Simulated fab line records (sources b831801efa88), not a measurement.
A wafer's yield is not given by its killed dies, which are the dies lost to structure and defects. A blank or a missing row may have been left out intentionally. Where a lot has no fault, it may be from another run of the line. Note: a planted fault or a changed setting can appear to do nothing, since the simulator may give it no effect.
Comparing a struck lot with a sound one :: flow sky130 :: 15 out of 708 route steps
Sound: wafers L623.1, L623.2, L623.6. The struck wafers were L632.1, L632.2, L632.4. The cause is named last.
For every step that has rows: the tool of each side, followed by ch and its chambers, followed by its first start. Under that, the readings that differ: sound wafers :: struck wafers :: difference of the means :: sigmas: that difference in standard deviations of wafers without a fault.
alike: words and numbers the same on both sides, and readings whose means are apart by under 2 such deviations; not compared: readings that were withheld, readings missing a value for some wafer, numbers with overlapping values and no deviation given by the record, and bounds like >300 which may hide the same value.
Wherever a step has rows on one side only, a row that says differs or no value, or a row with sigmas, the two part there. Numbers that have no deviation but don't overlap get no sigmas and don't part them. A reading missing from all wafers of one side parts the sides only when that side holds two or more wafers.

first, 9 steps without rows for these wafers: SKY_CAPM_CLEAN_17 (cleans in O3/DIW); SKY_METAL3_DEHYDRATE_05 (time 60 s); SKY_METAL3_HMDS_06 (prime time 60 s); SKY_METAL3_COAT_07 (resist thk 60 nm); SKY_METAL3_COAT_08 (resist thk 1140 nm); SKY_METAL3_SOFTBAKE_09 (time 90 s); SKY_METAL3_EXPOSE_10 (exposes mask MM3, target cd 300 nm); SKY_METAL3_PEB_11; SKY_METAL3_DEVELOP_12 (develop time 60 s).
SKY_METAL3_CD_MEAS_13: the cd target is 300 nm.
  sound: cd-sem-01 at day 39 23:57; struck: cd-sem-01 at day 42 21:27
  alike: cd-nm
SKY_METAL3_OVL_MEAS_14:
  sound: overlay-02 at day 40 00:04; struck: overlay-02 at day 42 21:34
  alike: METAL3_OVL
SKY_METAL3_DESCUM_15: chemistry O2, time 8 s.
  sound on rie-metal-02 ch 0,1, day 40 00:07; struck on rie-metal-01 ch 0,1, day 42 21:37
reading: rf-fwd-power-W (W)
sound: 147.5 147.8 147.6
struck: 145.7 146.2 145.7
difference: -1.8
sigmas: -2
  alike: drypump-motor-current-A, he-backside-leak-sccm, oes-product-au
  not compared: rf-hours-counter-h
SKY_METAL3_ETCH_16: etches BARC in N2/H2, stops on SiO2, time 88.2 s, target depth 60 nm.
  sound on rie-metal-02 ch 0,1, day 40 00:08; struck on rie-metal-01 ch 0,1, day 42 21:38
reading: bias-w (W)
sound: 99.92 100.37 99.92
struck: 96.58 95.73 96.57
difference: -3.78
sigmas: -13
  alike: drypump-motor-current-A, he-backside-leak-sccm, oes-product-au, rf-fwd-power-W, throttle-valve-pct
  not compared: rf-hours-counter-h
SKY_METAL3_ETCH_17: etches SiO2 in C4F8/O2/Ar, stops on TiN, time 3.9 s, target depth 15 nm.
  sound on rie-diel-04 ch 2,3, day 40 00:14; struck on rie-diel-01 ch 0,1,3, day 42 21:44
  alike: bias-w, oes-product-au, rf-fwd-power-W
  not compared: rf-hours-counter-h
-- the record jumps here: 6 days lie between the struck wafers' starts before and after (it left off in module METAL3 and takes up again in module PAD_OPEN, whose first step shown is number 708 of the route) --
SKY_PAD_OPEN_PROBE_99:
  the record has rows for the struck wafers here (prober-01, day 49 07:07) and none for the sound ones

== WHERE THEY PART ==
Earliest at SKY_METAL3_DESCUM_15; latest, in this record, at SKY_PAD_OPEN_PROBE_99.

WHY: the cause the simulator had injected
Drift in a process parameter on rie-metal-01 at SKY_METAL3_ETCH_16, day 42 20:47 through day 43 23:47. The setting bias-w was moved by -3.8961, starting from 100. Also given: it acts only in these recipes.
